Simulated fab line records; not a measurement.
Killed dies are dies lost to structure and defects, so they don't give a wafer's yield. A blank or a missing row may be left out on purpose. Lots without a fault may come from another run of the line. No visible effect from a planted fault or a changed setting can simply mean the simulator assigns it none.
The tool behind it: which one?    flow gf180mcu    36 wafers from 12 lots sampled at 6 of the route's 602 steps

WHAT THE GAUGES SHOWED, per wafer
GF_HV_LDD_TW_MEAS_38.
lot   measured      on             HV_LDD_3_TW
L203  day 12 02:17  film-metro-01  1407 1403 1414
L204  day 12 07:05  film-metro-03  1428 1433 1431
L205  day 12 17:06  film-metro-03  1425 1428 1425
L206  day 13 07:18  film-metro-03  1432 1435 1434
L208  day 14 00:32  film-metro-01  1424 1421 1414
L211  day 14 16:21  film-metro-04  1439 1449 1447
L212  day 15 06:31  film-metro-04  1448 1456 1448
L219  day 17 16:20  film-metro-04  1421 1417 1428
L220  day 17 21:52  film-metro-03  1432 1429 1431
L221  day 17 23:58  film-metro-01  1413 1415 1409
L222  day 18 10:56  film-metro-01  1416 1418 1414
L224  day 19 05:07  film-metro-04  1431 1435 1431

GF_HV_LDD_RS_MEAS_53: uses a four-point probe to measure.
lot   measured      on             HV_LDD_RS (ohm/sq)
L203  day 12 22:12  film-metro-01  417.2 417.3 418.1
L204  day 13 04:10  film-metro-01  417.9 417.0 417.9
L205  day 13 14:12  film-metro-01  417.5 417.7 417.8
L206  day 14 03:46  film-metro-03  419.0 418.1 417.5
L208  day 14 22:02  film-metro-04  419.7 420.8 419.8
L211  day 15 14:28  film-metro-01  399.7 400.0 399.8
L212  day 16 04:34  film-metro-01  399.6 401.0 399.8
L219  day 18 16:23  film-metro-03  418.6 419.6 418.7
L220  day 18 21:58  film-metro-01  419.4 419.0 418.2
L221  day 19 00:05  film-metro-04  418.3 417.7 418.1
L222  day 19 11:52  film-metro-03  418.7 418.8 417.8
L224  day 20 05:40  film-metro-01  416.9 417.2 418.0

GF_M1_RS_MEAS_05: uses a four-point probe to measure.
lot   measured      on             M1_ALCU_RS (ohm/sq)
L203  day 16 19:00  film-metro-02  0.0692 0.0701 0.0698
L204  day 17 02:22  film-metro-02  0.0680 0.0667 0.0680
L205  day 17 12:05  film-metro-04  0.0695 0.0692 0.0697
L206  day 18 03:20  film-metro-04  0.0681 0.0695 0.0692
L208  day 18 21:17  film-metro-02  0.0679 0.0689 0.0695
L211  day 19 16:19  film-metro-02  0.0701 0.0707 0.0699
L212  day 20 08:58  film-metro-02  0.0695 0.0686 0.0691
L219  day 22 23:57  film-metro-02  0.0709 0.0714 0.0718
L220  day 23 05:03  film-metro-01  0.0683 0.0684 0.0695
L221  day 23 05:20  film-metro-02  0.0696 0.0706 0.0696
L222  day 23 19:04  film-metro-04  0.0700 0.0697 0.0694
L224  day 24 11:26  film-metro-02  0.0695 0.0698 0.0695

GF_M3_OVL_MEAS_15.
lot   measured      on          M3_OVL (nm)
L203  day 21 22:37  overlay-01  5 -3 0
L204  day 22 06:47  overlay-02  -1 -1 -1
L205  day 22 16:02  overlay-02  -7 -5 -2
L206  day 23 10:37  overlay-01  0 5 -5
L208  day 24 02:29  overlay-02  9 6 9
L211  day 24 20:49  overlay-01  2 1 2
L212  day 25 10:47  overlay-02  0 1 5
L219  day 27 21:14  overlay-01  10 0 5
L220  day 27 22:58  overlay-01  2 -1 -3
L221  day 28 00:37  overlay-02  -1 12 7
L222  day 28 08:56  overlay-01  8 10 9
L224  day 28 23:38  overlay-01  3 3 -3

EACH LOT AND THE TOOL THAT RAN IT (in order: tool; ch and the chambers of the sampled wafers; start)
lot   GF_VT_IMPLANT_STRIP_09                GF_HV_LDD_IMPLANT_34
L203  plasma-asher-01 ch 0,1, day 6 03:41   implanter-04 ch 0, day 12 01:44
L204  plasma-asher-01 ch 0,1, day 6 06:24   implanter-04 ch 0, day 12 06:33
L205  plasma-asher-03 ch 0,1, day 6 14:57   implanter-03 ch 0, day 12 16:33
L206  plasma-asher-04 ch 0,1, day 6 23:15   implanter-01 ch 0, day 13 06:45
L208  plasma-asher-03 ch 0,1, day 7 12:33   implanter-04 ch 0, day 14 00:00
L211  plasma-asher-03 ch 0,1, day 8 03:11   implanter-04 ch 0, day 14 15:48
L212  plasma-asher-03 ch 1, day 8 13:36     implanter-04 ch 0, day 15 05:58
L219  plasma-asher-03 ch 0, day 10 09:39    implanter-04 ch 0, day 17 15:47
L220  plasma-asher-01 ch 0,1, day 10 13:45  implanter-04 ch 0, day 17 21:16
L221  plasma-asher-04 ch 0,1, day 10 15:36  implanter-04 ch 0, day 17 23:25
L222  plasma-asher-04 ch 0,1, day 10 22:27  implanter-03 ch 0, day 18 10:24
L224  plasma-asher-01 ch 0,1, day 11 15:00  implanter-01 ch 0, day 19 04:34
- GF_VT_IMPLANT_STRIP_09: strips in O2/N2.
- GF_HV_LDD_IMPLANT_34

AS READ BY THE TOOLS THEMSELVES (means over the sampled wafers that have a number; for cases with no such wafer, the mark the record gives instead)
GF_VT_IMPLANT_STRIP_09.
lot   tool             drypump-motor-current-A (A)  heater-power-w (W)  oes-product-au (a.u.)  platen-temp-c (C)  strip-time-to-endpoint-s (s)
L203  plasma-asher-01  5.92                         384                 0.719                  250.00             12.572
L204  plasma-asher-01  5.90                         382                 0.719                  250.15             12.638
L205  plasma-asher-03  5.91                         300                 0.714                  250.12             12.626
L206  plasma-asher-04  6.16                         312                 0.717                  250.11             12.609
L208  plasma-asher-03  5.78                         313                 0.720                  249.98             12.642
L211  plasma-asher-03  5.88                         303                 0.714                  250.04             12.608
L212  plasma-asher-03  5.68                         315                 0.718                  250.12             12.574
L219  plasma-asher-03  6.01                         289                 0.717                  249.98             12.599
L220  plasma-asher-01  5.91                         381                 0.713                  250.10             12.647
L221  plasma-asher-04  6.16                         312                 0.716                  249.97             12.612
L222  plasma-asher-04  6.11                         298                 0.708                  250.09             12.605
L224  plasma-asher-01  6.19                         379                 0.707                  250.09             12.618

GF_HV_LDD_IMPLANT_34.
lot   tool          beam-energy-keV  rotation-deg (degrees)  tilt-deg (degrees)
L203  implanter-04  59.995           90.007                  29.978
L204  implanter-04  60.014           90.010                  29.990
L205  implanter-03  59.996           89.976                  29.986
L206  implanter-01  59.982           90.022                  29.986
L208  implanter-04  60.013           89.963                  30.003
L211  implanter-04  76.413           89.991                  30.002
L212  implanter-04  76.443           90.012                  30.016
L219  implanter-04  60.005           90.023                  30.029
L220  implanter-04  59.990           89.983                  29.997
L221  implanter-04  60.004           90.016                  30.014
L222  implanter-03  59.995           90.005                  30.002
L224  implanter-01  59.995           90.016                  29.998

THE ANSWER, worked out from the rows above alone
Rule: what is usual is taken from the lots themselves. Put in order of their means at a reading, lots are off if they are a third of the lots or fewer, leave a main group of 4 or more, and stand apart from it by a gap of 3 or more times the standard deviation of the main group's means; of several such gaps the widest counts. A main group whose means are all the same, to the digits that the tables above print for the reading, isn't used. A lot without any number at a reading at which 4 lots or more have one is off too. Any other lot the step has rows for is counted as sound. After the gauges, taken in route order, come the tools' own readings; for these a lot's mean is taken, as printed above. At the first step where some lot is off, the reading lying furthest off is the one used; lots without a number count as furthest.
Off: L211, L212, at GF_HV_LDD_RS_MEAS_53 (HV_LDD_RS). The main group: mean 418.3 ohm/sq, standard deviation 0.8.
A tool fits if, at a process step before that reading, it ran every lot that is off, and no sound lot after the first of them. The gauges at GF_HV_LDD_RS_MEAS_53 aren't tried: what is off there is off at GF_HV_LDD_IMPLANT_34 too, on other tools, and a gauge's error can't cause that. No candidate that was tried fits.

WHAT WAS PUT IN BY THE SIMULATOR
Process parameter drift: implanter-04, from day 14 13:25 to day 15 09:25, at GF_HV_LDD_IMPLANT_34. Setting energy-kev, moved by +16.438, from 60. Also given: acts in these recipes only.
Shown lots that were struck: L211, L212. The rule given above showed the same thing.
